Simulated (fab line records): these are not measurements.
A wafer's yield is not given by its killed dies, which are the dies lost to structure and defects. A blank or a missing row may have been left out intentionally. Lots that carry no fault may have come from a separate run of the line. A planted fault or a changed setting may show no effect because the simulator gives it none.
Matching of chambers | flow sky130 | SKY_VIA1_CMP_24 on cmp-01: 4 sister chambers
The step polishes, stops on SiO2, t overpolish 15 s, target thk 0 nm. 8 wafers are shown with their chamber, then 12 later ones without.

WAFERS PAIRED WITH THEIR CHAMBERS
wafer  | chamber | motor-current-A (A) | time-to-endpoint-s (s)
L081.4 | 0       | 11.8                | 61.7
L081.5 | 2       | 10.7                | 61.8
L085.1 | 0       | 12.0                | 67.8
L085.2 | 3       | 10.8                | 64.2
L085.4 | 1       | 11.8                | 61.8
L090.2 | 3       | 11.2                | 60.6
L090.3 | 1       | 12.3                | 59.7
L090.4 | 2       | 10.9                | 61.0

WAFERS WHOSE CHAMBER IS MISSING
wafer  | motor-current-A (A) | time-to-endpoint-s (s)
L090.1 | 12.3                | 65.5
L090.5 | 12.1                | 60.4
L090.6 | 10.8                | 63.6
L091.2 | 12.6                | 62.5
L091.4 | 12.4                | 60.8
L091.6 | 13.2                | 59.9
L094.1 | 11.4                | 64.4
L094.2 | 12.6                | 62.5
L094.4 | 11.3                | 59.6
L095.1 | 12.8                | 62.3
L095.2 | 10.7                | 63.4
L095.6 | 12.0                | 60.5

WHICH CHAMBER EACH ONE RAN IN
wafer  | from the rows above               | in truth
L090.1 | can't be placed: 0 or 1           | 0
L090.5 | can't be placed: 1 or 0           | 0
L090.6 | can't be placed: 2 or 3           | 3
L091.2 | can't be placed: 1 or 0           | 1
L091.4 | can't be placed: 1 or 0           | 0
L091.6 | can't be placed: 1 or 0           | 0
L094.1 | can't be placed: 3 or 0 or 2 or 1 | 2
L094.2 | can't be placed: 1 or 0           | 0
L094.4 | can't be placed: 3 or 2 or 1 or 0 | 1
L095.1 | can't be placed: 1 or 0           | 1
L095.2 | can't be placed: 2 or 3           | 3
L095.6 | can't be placed: 1 or 0           | 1
Placed correctly: 0 of 12. Not placeable from these rows: 12 (in 12, the candidates include the true chamber). Wrongly placed: 0.
How it was worked out, from the rows above alone: a wafer's distance from a chamber is the root of the sum, over the readings, of the square of ((its reading less the chamber's mean) divided by the reading's scatter). If the next closest chamber is less than 2 further off than the closest, the wafer can't be placed; otherwise it belongs to the closest. For every chamber, the mean is computed from those of its wafers that are shown. The scatter: take each reading less its chamber's mean, square it, sum over the shown wafers, divide by the number of wafers less the number of chambers, and take the root.
